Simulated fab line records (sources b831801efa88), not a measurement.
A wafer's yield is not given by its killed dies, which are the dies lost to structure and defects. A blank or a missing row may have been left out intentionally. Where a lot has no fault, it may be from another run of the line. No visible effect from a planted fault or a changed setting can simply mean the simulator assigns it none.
Comparing a struck lot with a sound one :: flow gf180mcu :: 23 steps out of a route of 602
Sound: these wafers, L891.2, L891.5, L891.6. Struck: wafers L897.2, L897.5, L897.6. At the end, the cause is stated.
For every step that has rows: the tool of each side, followed by ch and its chambers, followed by its first start. Under that, the readings that differ: sound wafers :: struck wafers :: difference of the means :: sigmas: that difference in standard deviations of wafers without a fault.
alike: same words and numbers on both sides, and readings whose means sit less than 2 such deviations apart. not compared: any withheld reading, any reading some wafer has no value for, any bound like >300 that may hide the same value, and any number with overlapping values for which the record gives no deviation.
A row with sigmas, a row that says differs or no value, or rows on one side alone: a step with any of these is where the two part. Numbers that don't overlap but have no deviation are shown without sigmas and don't part them. Lack of a reading on every wafer of one side parts them only where that side has two or more wafers.

first, 1 step without rows for these wafers: GF_POLY_GATE_DEVELOP_09 (develop time 60 s).
GF_POLY_GATE_CD_MEAS_10: the cd target is 280 nm.
  sound: cd-sem-02 at day 10 08:44; struck: cd-sem-01 at day 12 04:50
  alike: cd-nm
GF_POLY_GATE_OVL_MEAS_11:
  sound: overlay-01 at day 10 08:50; struck: overlay-01 at day 12 04:56
  alike: POLY_GATE_OVL
GF_POLY_GATE_ETCH_12: etches BARC in N2/H2.
  sound on rie-diel-04 ch 0,1, day 10 08:52; struck on rie-diel-04 ch 0,1,2, day 12 04:58
  alike: drypump-motor-current-A, h2-flow-sccm, oes-product-au, throttle-valve-pct
GF_POLY_GATE_ETCH_13: etches poly-Si in HBr/Cl2, stops on SiO2, target depth 198.5 nm, time 69.6 s.
  sound on rie-si-01 ch 1,2, day 10 08:55; struck on rie-si-02 ch 1,2,3, day 12 05:01
  alike: drypump-motor-current-A, oes-product-au, throttle-valve-pct
  not compared: rf-hours-counter-h
GF_POLY_GATE_STRIP_14: strips in O2/N2.
  sound on plasma-asher-03 ch 0,1, day 10 08:58; struck on plasma-asher-03 ch 0,1, day 12 05:04
  alike: drypump-motor-current-A, heater-power-w, oes-product-au
  not compared: rf-hours-counter-h
then, 2 steps without rows for these wafers: GF_POLY_GATE_CLEAN_15 (cleans in SC1/SC2, time 150 s); GF_POLY_GATE_OXIDATION_16 (stabilise 600 s, purge 300 s, target thk 4 nm).
GF_POLY_GATE_THK_MEAS_17:
  sound: film-metro-03 at day 10 10:50; struck: film-metro-01 at day 12 10:00
  alike: POLY_GATE_OXIDATION_THK
GF_POLY_GATE_CD_MEAS_18:
  sound: cd-sem-01 at day 10 10:55; struck: cd-sem-01 at day 12 10:04
  alike: cd-nm
then, 2 steps without rows for these wafers: GF_HV_LDD_DEHYDRATE_00 (time 60 s); GF_HV_LDD_HMDS_01 (prime time 60 s).
GF_HV_LDD_COAT_02: resist thk 1000 nm.
  sound on litho-track-01 ch 0, day 10 19:45; struck on litho-track-01 ch 0, day 12 19:06
reading: model.NOVOLAK_of_HV_LDD_COAT_02.thk-nm (nm)
sound: 1000 997.7 1000
struck: 1043 1040 1043
difference: +43
sigmas: 
then, 3 steps without rows for these wafers: GF_HV_LDD_SOFTBAKE_03 (time 60 s); GF_HV_LDD_EXPOSE_04 (exposes mask Nplus LV AREA, target cd 400 nm); GF_HV_LDD_PEB_05.
GF_HV_LDD_DEVELOP_06: develop time 60 s.
  sound on litho-track-04 ch 0, day 11 05:08; struck on litho-track-04 ch 0, day 13 04:53
reading: model.NOVOLAK_of_HV_LDD_COAT_02.thk-nm (nm)
sound: 1000 997.3 999.8
struck: 1042 1039 1043
difference: +42
sigmas: 
GF_HV_LDD_CD_MEAS_07: the cd target is 400 nm.
  sound: cd-sem-01 at day 11 05:17; struck: cd-sem-01 at day 13 05:02
  alike: cd-nm
GF_HV_LDD_OVL_MEAS_08:
  sound: overlay-01 at day 11 05:23; struck: overlay-01 at day 13 05:08
  alike: HV_LDD_OVL
after that, 1 step had no rows for these wafers: GF_HV_LDD_IMPLANT_09.
GF_HV_LDD_STRIP_10: strips in O2/N2.
  sound on plasma-asher-02 ch 0,1, day 11 05:34; struck on plasma-asher-04 ch 0,1, day 13 05:19
reading: drypump-motor-current-A (A)
sound: 5.2 5.4 5.2
struck: 6.2 6.3 6.2
difference: +1.0
sigmas: +2

reading: strip-time-to-endpoint-s (s)
sound: 12.63 12.59 12.64
struck: 13.06 13.04 13.07
difference: +0.44
sigmas: +13
  alike: heater-power-w, oes-product-au
  not compared: rf-hours-counter-h
GF_HV_LDD_TW_MEAS_11:
  sound: film-metro-01 at day 11 05:40; struck: film-metro-04 at day 13 05:25
reading: HV_LDD_TW
sound: 2431 2422 2427
struck: 2366 2377 2365
difference: -57
sigmas: -2
-- record jumps: 19 days separate the struck wafers' starts on either side; left off in module HV_LDD, taken up again in module PASSIVATION, whose first shown step is the route's number 602 --
GF_PASSIVATION_PROBE_99:
  rows exist in the record for the struck wafers here (prober-02, day 32 00:38), but not for the sound ones

## WHERE THEY PART
At GF_HV_LDD_STRIP_10 first; at GF_PASSIVATION_PROBE_99 last (within this record only).

WHY: whatever the simulator had introduced
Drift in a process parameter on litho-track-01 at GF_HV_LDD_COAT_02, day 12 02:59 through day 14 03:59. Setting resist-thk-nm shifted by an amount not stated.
